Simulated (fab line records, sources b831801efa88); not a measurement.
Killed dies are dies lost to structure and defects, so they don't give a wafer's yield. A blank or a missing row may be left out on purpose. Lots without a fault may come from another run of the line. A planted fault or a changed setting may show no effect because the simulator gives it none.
A struck lot beside a sound one | flow sky130 | 43 steps out of a route of 708
Sound: wafers L594.2, L594.3, L594.4. Struck: wafers L602.3, L602.4, L602.5. The cause comes at the end.
At each step with rows: each side's tool, then ch and its chambers, then its first start. Under that, the readings that differ: sound wafers | struck wafers | difference of the means | sigmas: that difference in standard deviations of wafers without a fault.
alike: readings whose means differ by less than 2 such deviations, and words and numbers that are the same on both sides. not compared: withheld readings, readings that some wafer has no value for, bounds like >300 that may hide the same value, and numbers for which the record gives no deviation and whose values overlap.
The two part at a step that has a row with sigmas, a row that says differs or no value, or rows on one side only. Numbers that don't overlap but have no deviation are shown without sigmas and don't part them. A reading that every wafer of one side lacks parts them only if that side has two wafers or more.

SKY_CONTACT_ETCH_17: etches SiO2 in C4F8/O2/Ar, stops on Si3N4, target depth 340 nm.
  sound on rie_diel-01 ch 0,1,2, day 32 18:31; struck on rie_diel-04 ch 0,3, day 36 02:19
  alike: oes_product_au
then, 6 steps without rows for these wafers: SKY_CONTACT_ETCH_18 (etches Si3N4 in CHF3/O2, stops on TiN, time 39 s, target depth 75 nm); SKY_CONTACT_STRIP_19 (strips in O2/N2); SKY_CONTACT_STRIP_20 (strips in post etch residue remover, time 1200 s); SKY_CONTACT_CLEAN_21 (cleans in IPA, time 180 s); SKY_CONTACT_CLEAN_22 (cleans in O3/DIW); SKY_CONTACT_SPUTTER_23 (material TiN, target thk 20 nm, time 80 s).
SKY_CONTACT_CVD_24: deposits W, target thk 340 nm, time 102.12 s.
  sound on cvd_w-01 ch 0,1, day 32 19:20; struck on cvd_w-02 ch 0, day 36 03:09
  reading            | sound       | struck      | difference | sigmas
  heater_power_w (W) | 827 830 845 | 894 913 936 | +80        | +2
  alike: susceptor_temp_C
SKY_CONTACT_RS_MEAS_25: measures by four-point-probe.
  sound on film_metro-03, day 32 19:28; struck on film_metro-01, day 36 03:20
  alike: CONTACT_W_RS
SKY_CONTACT_THK_MEAS_26: measures by xrf.
  sound on film_metro-03, day 32 19:34; struck on film_metro-01, day 36 03:26
  alike: CONTACT_W_THK
SKY_CONTACT_CMP_27: polishes, stops on SiO2, t overpolish 15.41 s, target thk 0 nm.
  sound on cmp-01 ch 0,1,3, day 32 19:37; struck on cmp-01 ch 1,2, day 36 03:28
  alike: motor_current_A, overpolish_run_s, time_to_endpoint_s
then, 1 step without rows for these wafers: SKY_METAL1_SPUTTER_00 (material Ti, target thk 15 nm, time 10 s).
SKY_METAL1_SPUTTER_01: material TiN, target thk 20 nm, time 16.7 s.
  sound on pvd_sputter-03, day 32 19:56; struck on pvd_sputter-04, day 36 03:47
  alike: throttle_valve_pct
then, 3 steps without rows for these wafers: SKY_METAL1_SPUTTER_02 (material AlCu, target thk 250 nm, time 13.3 s); SKY_METAL1_SPUTTER_03 (material Ti, target thk 5 nm, time 3.3 s); SKY_METAL1_SPUTTER_04 (material TiN, target thk 70 nm, time 58.3 s).
SKY_METAL1_RS_MEAS_05: measures by four-point-probe.
  sound on film_metro-03, day 32 20:05; struck on film_metro-01, day 36 03:57
  alike: METAL1_ALCU_RS
SKY_METAL1_THK_MEAS_06: measures by xrf.
  sound on film_metro-03, day 32 20:11; struck on film_metro-01, day 36 04:03
  alike: METAL1_ALCU_THK
then, 8 steps without rows for these wafers: SKY_METAL1_DEHYDRATE_07 (time 60 s); SKY_METAL1_HMDS_08 (prime time 60 s); SKY_METAL1_COAT_09 (resist thk 60 nm); SKY_METAL1_COAT_10 (resist thk 450 nm); SKY_METAL1_SOFTBAKE_11 (time 90 s); SKY_METAL1_EXPOSE_12 (exposes mask MM1, target cd 140 nm); SKY_METAL1_PEB_13; SKY_METAL1_DEVELOP_14 (develop time 60 s).
SKY_METAL1_CD_MEAS_15: target cd 140 nm.
  sound on cd_sem-02, day 33 22:52; struck on cd_sem-02, day 37 05:26
  alike: cd_nm
SKY_METAL1_OVL_MEAS_16:
  sound on overlay-02, day 33 22:58; struck on overlay-02, day 37 05:31
  alike: METAL1_OVL
SKY_METAL1_DESCUM_17: chemistry O2, time 8 s.
  sound on rie_metal-04 ch 0,1, day 33 23:00; struck on rie_metal-04 ch 0,1, day 37 05:34
  alike: drypump_motor_current_A, oes_product_au
  not compared: rf_hours_counter_h
then, 7 steps without rows for these wafers: SKY_METAL1_ETCH_18 (etches BARC in N2/H2, stops on SiO2, time 45.9 s, target depth 60 nm); SKY_METAL1_METAL_ETCH_19 (etches the open film in Cl2/BCl3, stops on SiO2, target depth 360 nm, time 78 s); SKY_METAL1_STRIP_20 (strips in O2/N2); SKY_METAL1_STRIP_21 (strips in post etch residue remover, time 1200 s); SKY_METAL1_CLEAN_22 (cleans in IPA, time 180 s); SKY_METAL1_CLEAN_23 (cleans in O3/DIW); SKY_VIA1_HDPCVD_00 (deposits SiO2, target thk 1030 nm, time 171.7 s).
SKY_VIA1_THK_MEAS_01:
  sound on film_metro-01, day 33 23:58; struck on film_metro-01, day 37 06:28
  alike: VIA1_HDPCVD_THK
SKY_VIA1_CMP_02: polishes SiO2.
  sound on cmp-01 ch 0,1,3, day 34 00:04; struck on cmp-02 ch 0,1,3, day 37 06:36
  alike: motor_current_A
SKY_VIA1_BOW_MEAS_03:
  sound on film_metro-04, day 34 00:20; struck on film_metro-04, day 37 06:50
  alike: VIA1_BOW
then, 3 steps without rows for these wafers: SKY_VIA1_DEHYDRATE_04 (time 60 s); SKY_VIA1_HMDS_05 (prime time 60 s); SKY_VIA1_COAT_06 (resist thk 60 nm).
-- the record jumps here: 12 days lie between the struck wafers' starts before and after (it left off in module VIA1 and takes up again in module PAD_OPEN, whose first step shown is number 708 of the route) --
SKY_PAD_OPEN_PROBE_99:
  sound on prober-01, day 46 16:52; struck on prober-02, day 49 04:31
  reading                               | sound              | struck            | difference | sigmas
  defect_limited_yield (%)              | 84.6 83.1 82.5     | 76.6 70.7 78.3    | -8.2       | -5
  killed_at_M0_to_M3                    | 36 41 45           | 84 95 74          | +44        | +7
  killed_dies                           | 76 83 86           | 115 144 107       | +40        | +5
  sort_bin_3_pad_short (%)              | 1.2 0.2 0.4        | 1.6 4.5 4.5       | +2.9       | +7
  sort_bin_5_function (%)               | 9.8 9.8 10.6       | 16.1 15.2 11.4    | +4.2       | +3
  sort_n_pass                           | 416 409 406        | 377 348 385       | -40        | -5
  sort_yield_pct (%)                    | 84.6 83.1 82.5     | 76.6 70.7 78.3    | -8.2       | -5
  model.etest.tester.sort_n_pass        | 416 409 406        | 377 348 385       | -40        |
  model.etest.tester.sort_yield_pct (%) | 84.55 83.13 82.52  | 76.63 70.73 78.25 | -8.20      |
  model.etest.tester.sort_bin_5_pct (%) | 9.756 9.756 10.57  | 16.06 15.24 11.38 | +4.20      |
  model.etest.tester.sort_bin_3_pct (%) | 1.22 0.2033 0.4065 | 1.626 4.472 4.472 | +2.913     |
  alike: killed_at_M4_up, killed_at_contacts, killed_at_front_end, killed_at_other, killed_open, killed_short, sort_bin_6_memory

WHERE THEY PART
First at SKY_CONTACT_CVD_24; last, within this record, at SKY_PAD_OPEN_PROBE_99.

WHY: what the simulator had put in
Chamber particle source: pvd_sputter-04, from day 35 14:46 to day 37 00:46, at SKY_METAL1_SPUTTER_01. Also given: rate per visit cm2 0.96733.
